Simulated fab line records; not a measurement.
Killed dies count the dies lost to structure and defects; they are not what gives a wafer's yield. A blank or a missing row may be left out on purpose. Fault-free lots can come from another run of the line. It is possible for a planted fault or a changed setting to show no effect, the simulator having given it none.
Which of the tools did it?	flow sfq_line	14 lots (42 wafers sampled), 1 step of a 325-step route

## WHAT THE GAUGES SHOWED, per wafer
The record holds no reading of a measuring or inspecting step that can be judged against a usual standard deviation.

## WHAT TOOL EACH LOT RAN ON (gives the tool, then ch and the chambers of the sampled wafers, and finally the start)
lot	SFQ_TRILAYER_L0_ETCH_METAL_ETCH_008
L837	rie_metal-04 ch 0,1, day 4 13:26
L838	rie_metal-03 ch 0,1, day 4 20:38
L839	rie_metal-04 ch 0,1, day 5 02:38
L841	rie_metal-02 ch 0,1, day 5 17:02
L842	rie_metal-04 ch 0, day 5 21:55
L844	rie_metal-03 ch 0,1, day 6 07:28
L845	rie_metal-04 ch 0,1, day 6 15:52
L848	rie_metal-02 ch 0,1, day 7 05:20
L849	rie_metal-03 ch 0,1, day 7 11:20
L851	rie_metal-03 ch 0,1, day 7 22:07
L853	rie_metal-04 ch 0,1, day 8 06:31
L854	rie_metal-02 ch 1, day 8 11:23
L855	rie_metal-04 ch 0,1, day 8 14:55
L858	rie_metal-02 ch 1, day 9 09:55
- SFQ_TRILAYER_L0_ETCH_METAL_ETCH_008: etches MoNx KI in SF6/O2, stops on SiO2, target depth 50 nm, time 25 s.

## AS READ BY THE TOOLS THEMSELVES (means over the sampled wafers that have a number; for cases with no such wafer, the mark the record gives instead)
SFQ_TRILAYER_L0_ETCH_METAL_ETCH_008.
lot	tool	bias_w (W)	chamber_pressure_mTorr (mTorr)	drypump_motor_current_A (A)	oes_product_au (a.u.)
L837	rie_metal-04	80.18	9.996	5.3	0.875
L838	rie_metal-03	80.09	10.000	5.9	0.877
L839	rie_metal-04	79.58	10.000	5.3	0.880
L841	rie_metal-02	79.91	10.001	5.6	0.878
L842	rie_metal-04	79.90	9.999	5.0	0.876
L844	rie_metal-03	80.21	9.991	5.9	0.869
L845	rie_metal-04	80.05	9.999	5.5	0.879
L848	rie_metal-02	79.85	10.005	5.7	0.874
L849	rie_metal-03	84.00	9.997	5.9	0.867
L851	rie_metal-03	88.18	9.986	5.9	0.870
L853	rie_metal-04	79.73	9.998	5.5	0.880
L854	rie_metal-02	79.96	9.990	5.8	0.871
L855	rie_metal-04	80.13	10.002	5.5	0.870
L858	rie_metal-02	80.20	10.004	5.7	0.867

## THE ANSWER, worked out from the rows above alone
Rule: the lots themselves supply what counts as usual. Put in order of their means at a reading, lots are off if they are a third of the lots or fewer, leave a main group of 4 or more, and stand apart from it by a gap of 3 or more times the standard deviation of the main group's means; of several such gaps the widest counts. Not used: any main group whose means are identical at the precision the tables above print for the reading. A lot without any number at a reading at which 4 lots or more have one is off too. The other lots that the step has rows for count as sound. After the gauges, taken in route order, come the tools' own readings; for these a lot's mean is taken, as printed above. The first step at which some lot is off is used, and at that step the reading that is off furthest; a lot without a number counts as furthest.
Off at SFQ_TRILAYER_L0_ETCH_METAL_ETCH_008 (bias_w): L849, L851. For the main group the mean is 79.98 W and the standard deviation 0.19.
A tool fits if, at that step or a process step before it, it ran every lot that is off, and no sound lot after the first of them. One candidate fits, namely rie_metal-03 at SFQ_TRILAYER_L0_ETCH_METAL_ETCH_008. A fault onset in the window from L844 (day 6 07:28, its last sound lot) to L849 (day 7 11:20, its first lot off) fits.
On the lots that are off, the tool's own readings at SFQ_TRILAYER_L0_ETCH_METAL_ETCH_008 differ by more than 5 times the standard deviation of the sound lots' means, which bears it out; bias_w reads 86.09 W there versus 79.98 W on the sound lots.

## WHAT THE SIMULATOR HAD PUT IN
rie_metal-03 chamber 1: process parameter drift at SFQ_TRILAYER_L0_ETCH_METAL_ETCH_008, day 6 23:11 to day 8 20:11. Setting bias_w shifted by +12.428 from 80. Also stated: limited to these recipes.
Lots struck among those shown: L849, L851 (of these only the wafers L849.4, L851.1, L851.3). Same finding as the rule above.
